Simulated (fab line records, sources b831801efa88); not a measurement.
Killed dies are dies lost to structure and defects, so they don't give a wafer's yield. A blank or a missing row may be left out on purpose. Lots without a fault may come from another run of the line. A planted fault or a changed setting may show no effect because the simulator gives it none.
Which tool did it? | flow gf180mcu | 7 lots, 21 wafers sampled, at 2 steps of a route of 602

WHAT THE GAUGES READ, wafer by wafer
GF_VT_IMPLANT_RS_MEAS_47: measures by four-point-probe.
lot  | measured     | on            | NWELL_RS (ohm/sq)
L474 | day 7 20:08  | film_metro-04 | 487.9 485.4 487.3
L476 | day 8 10:59  | film_metro-02 | 488.0 488.9 487.1
L478 | day 9 00:37  | film_metro-02 | 486.5 486.2 487.1
L481 | day 9 20:58  | film_metro-01 | 488.2 486.5 486.7
L483 | day 10 11:02 | film_metro-04 | 487.1 486.5 487.2
L485 | day 11 04:49 | film_metro-02 | 491.4 491.3 492.1
L496 | day 14 08:10 | film_metro-02 | 487.6 486.1 486.9

WHICH TOOL RAN EACH LOT (tool, then ch and the chambers of the sampled wafers, then the start)
lot  | GF_NWELL_IMPLANT_08
L474 | implanter-01 ch 0, day 3 12:10
L476 | implanter-01 ch 0, day 3 23:46
L478 | implanter-02 ch 0, day 4 11:13
L481 | implanter-03 ch 0, day 5 03:35
L483 | implanter-02 ch 0, day 5 14:02
L485 | implanter-03 ch 0, day 6 05:01
L496 | implanter-01 ch 0, day 8 15:05
- GF_NWELL_IMPLANT_08

THE ANSWER, worked out from the rows above alone
Rule: what is usual is taken from the lots themselves. Put in order of their means at a reading, lots are off if they are a third of the lots or fewer, leave a main group of 4 or more, and stand apart from it by a gap of 3 or more times the standard deviation of the main group's means; of several such gaps the widest counts. A main group whose means are all the same, to the digits that the tables above print for the reading, isn't used. A lot without any number at a reading at which 4 lots or more have one is off too. The other lots that the step has rows for count as sound.
Off: L485, at GF_VT_IMPLANT_RS_MEAS_47 (NWELL_RS). The main group: mean 487.1 ohm/sq, standard deviation 0.45.
A tool fits if, at a process step before that reading, it ran every lot that is off, and no sound lot after the first of them. The gauges at GF_VT_IMPLANT_RS_MEAS_47 are tried like those tools. One fits: implanter-03 at GF_NWELL_IMPLANT_08. Its last sound lot is L481 (day 5 03:35), its first lot that is off L485 (day 6 05:01): a fault that began between those two fits.

WHAT THE SIMULATOR HAD PUT IN
Process parameter drift: implanter-03, from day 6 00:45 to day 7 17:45, at GF_NWELL_IMPLANT_08. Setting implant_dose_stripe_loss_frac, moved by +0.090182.
Lots struck among those shown: L485. The rule above found the same.
